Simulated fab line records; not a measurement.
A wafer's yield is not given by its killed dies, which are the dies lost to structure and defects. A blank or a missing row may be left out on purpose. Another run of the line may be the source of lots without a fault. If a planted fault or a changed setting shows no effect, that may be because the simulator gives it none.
Which tool did it? + flow gf180mcu + 11 lots with 33 wafers sampled at 4 steps, on a route of 602 steps

## WHAT THE GAUGES SHOWED, per wafer
GF_M3_OVL_MEAS_15.
| lot  | measured     | on         | M3_OVL (nm) |
|------|--------------|------------|-------------|
| L460 | day 22 14:47 | overlay-01 | -5 -3 -2    |
| L461 | day 22 21:50 | overlay-01 | -5 5 7      |
| L462 | day 23 06:47 | overlay-01 | -2 3 7      |
| L463 | day 23 22:44 | overlay-01 | -11 -5 -6   |
| L465 | day 24 14:16 | overlay-01 | 11 15 4     |
| L466 | day 24 19:35 | overlay-02 | -9 -2 4     |
| L474 | day 27 08:59 | overlay-01 | 6 2 2       |
| L475 | day 27 10:26 | overlay-02 | 0 3 -2      |
| L477 | day 28 09:23 | overlay-02 | 8 0 3       |
| L478 | day 28 10:20 | overlay-02 | 6 3 -2      |
| L479 | day 28 17:55 | overlay-01 | 4 2 3       |

## EACH LOT AND THE TOOL THAT RAN IT (in order: tool; ch and the chambers of the sampled wafers; start)
| lot  | GF_M2_METAL_ETCH_16              | GF_M2_STRIP_17                      | GF_M3_SPUTTER_02            |
|------|----------------------------------|-------------------------------------|-----------------------------|
| L460 | rieMetal-02 ch 0,1, day 20 11:34 | plasmaAsher-03 ch 0,1, day 20 11:42 | pvdSputter-01, day 21 15:00 |
| L461 | rieMetal-04 ch 0,1, day 20 19:31 | plasmaAsher-02 ch 1, day 20 19:39   | pvdSputter-03, day 21 22:26 |
| L462 | rieMetal-02 ch 0,1, day 21 04:05 | plasmaAsher-02 ch 0, day 21 04:13   | pvdSputter-03, day 22 07:21 |
| L463 | rieMetal-04 ch 0,1, day 21 21:52 | plasmaAsher-01 ch 0,1, day 21 22:00 | pvdSputter-01, day 23 00:38 |
| L465 | rieMetal-04 ch 0,1, day 22 14:04 | plasmaAsher-01 ch 0,1, day 22 14:12 | pvdSputter-03, day 23 15:53 |
| L466 | rieMetal-04 ch 0,1, day 22 19:55 | plasmaAsher-01 ch 0,1, day 22 20:03 | pvdSputter-03, day 23 21:34 |
| L474 | rieMetal-01 ch 0,1, day 25 12:13 | plasmaAsher-03 ch 0,1, day 25 12:21 | pvdSputter-01, day 26 12:29 |
| L475 | rieMetal-02 ch 0, day 25 13:55   | plasmaAsher-03 ch 0,1, day 25 14:08 | pvdSputter-04, day 26 13:49 |
| L477 | rieMetal-02 ch 1, day 26 13:43   | plasmaAsher-01 ch 0,1, day 26 13:56 | pvdSputter-04, day 27 13:10 |
| L478 | rieMetal-01 ch 0,1, day 26 15:25 | plasmaAsher-01 ch 0,1, day 26 15:33 | pvdSputter-04, day 27 14:27 |
| L479 | rieMetal-01 ch 0,1, day 26 23:34 | plasmaAsher-03 ch 0,1, day 26 23:41 | pvdSputter-04, day 27 22:38 |
- GF_M2_METAL_ETCH_16: etches the open film in Cl2/BCl3, stops on SiO2, target depth 750.8 nm, time 125.1 s.
- GF_M2_STRIP_17: strips in O2/N2.
- GF_M3_SPUTTER_02: material AlCu, target thk 450 nm, time 23.9 s.

## THE ANSWER, worked out from the rows above alone
Rule: usual is defined by the lots themselves. The widest of any qualifying gaps counts: lots, ordered by their means at a reading, are off when they make up no more than a third of the lots, leave a main group of 4 or more, and stand apart from it by 3 or more times the standard deviation of that group's means. Not used: any main group whose means are identical at the precision the tables above print for the reading. Also off: a lot with no number at a reading for which 4 or more lots have one. Any other lot the step has rows for is counted as sound.
None of the lots is off at any reading shown; this tells nothing.

## WHAT THE SIMULATOR HAD INSERTED
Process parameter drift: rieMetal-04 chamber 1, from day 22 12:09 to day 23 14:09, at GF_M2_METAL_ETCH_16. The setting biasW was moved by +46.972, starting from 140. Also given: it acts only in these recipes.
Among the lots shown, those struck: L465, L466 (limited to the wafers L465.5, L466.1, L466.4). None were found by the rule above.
